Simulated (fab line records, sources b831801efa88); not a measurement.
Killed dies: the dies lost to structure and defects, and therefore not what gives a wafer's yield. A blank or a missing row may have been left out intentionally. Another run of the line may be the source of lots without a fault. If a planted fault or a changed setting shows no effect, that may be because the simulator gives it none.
A lot that was struck, set against a sound lot    flow gf180mcu    14 out of 602 route steps
Sound: these wafers, L354.2, L354.3, L354.6. Wafers struck: L350.2, L350.3, L350.5. The cause comes at the end.
Order at every step that has rows: each side's tool, ch and its chambers, its first start. Under that, the readings that differ: sound wafers    struck wafers    difference of the means    sigmas: that difference in standard deviations of wafers without a fault.
alike: readings with means less than 2 such deviations apart, plus words and numbers identical on both sides. not compared: withheld readings, readings lacking a value on some wafer, bounds such as >300 that could conceal the same value, and numbers that have no deviation in the record and whose values overlap.
A row with sigmas, a row that says differs or no value, or rows on one side alone: a step with any of these is where the two part. Numbers that don't overlap but have no deviation are shown without sigmas and don't part them. Lack of a reading on every wafer of one side parts them only where that side has two or more wafers.

GF_POLY_GATE_OVL_MEAS_11:
  sound on overlay-02, day 14 18:43; struck on overlay-02, day 12 20:29
  alike: POLY_GATE_OVL
GF_POLY_GATE_ETCH_12: etches BARC in N2/H2.
  sound on rieDiel-01 ch 0,1,2, day 14 18:45; struck on rieDiel-02 ch 1,2, day 12 20:31
  alike: drypumpMotorCurrentA, oesProductAu, throttleValvePct
GF_POLY_GATE_ETCH_13: etches poly-Si in HBr/Cl2, stops on SiO2, target depth 198.5 nm, time 69.6 s.
  sound on rieSi-02 ch 2,3, day 14 18:48; struck on rieSi-01 ch 1,2,3, day 12 20:34
  alike: drypumpMotorCurrentA, oesProductAu, throttleValvePct
  not compared: rfHoursCounterH
GF_POLY_GATE_STRIP_14: strips in O2/N2.
  sound on plasmaAsher-02 ch 0,1, day 14 18:52; struck on plasmaAsher-04 ch 0,1, day 12 20:38
  alike: drypumpMotorCurrentA, heaterPowerW, oesProductAu
  not compared: rfHoursCounterH
then, 2 steps without rows for these wafers: GF_POLY_GATE_CLEAN_15 (cleans in SC1/SC2, time 150 s); GF_POLY_GATE_OXIDATION_16 (stabilise 600 s, purge 300 s, target thk 4 nm).
GF_POLY_GATE_THK_MEAS_17:
  sound on filmMetro-02, day 14 21:17; struck on filmMetro-02, day 12 22:10
  alike: POLY_GATE_OXIDATION_THK
GF_POLY_GATE_CD_MEAS_18:
  sound on cdSem-01, day 14 21:21; struck on cdSem-01, day 12 22:15
  alike: cdNm
then, 4 steps without rows for these wafers: GF_HV_LDD_DEHYDRATE_00 (time 60 s); GF_HV_LDD_HMDS_01 (prime time 60 s); GF_HV_LDD_COAT_02 (resist thk 1000 nm); GF_HV_LDD_SOFTBAKE_03 (time 60 s).
GF_HV_LDD_EXPOSE_04: exposes mask Nplus LV AREA, target cd 400 nm.
  sound on ilineStepper-02 ch 0, day 15 08:04; struck on ilineStepper-02, day 13 08:04
  no value came back on the struck wafers for exposureDoseMJCm2, focusOffsetNm (nm); on the sound wafers exposureDoseMJCm2 reads 140.10 139.95 140.12
  alike: mask
following that, these wafers have no rows for 1 step: GF_HV_LDD_PEB_05.

## WHERE THEY PART
Only at GF_HV_LDD_EXPOSE_04, within this record.

WHY: whatever the simulator had introduced
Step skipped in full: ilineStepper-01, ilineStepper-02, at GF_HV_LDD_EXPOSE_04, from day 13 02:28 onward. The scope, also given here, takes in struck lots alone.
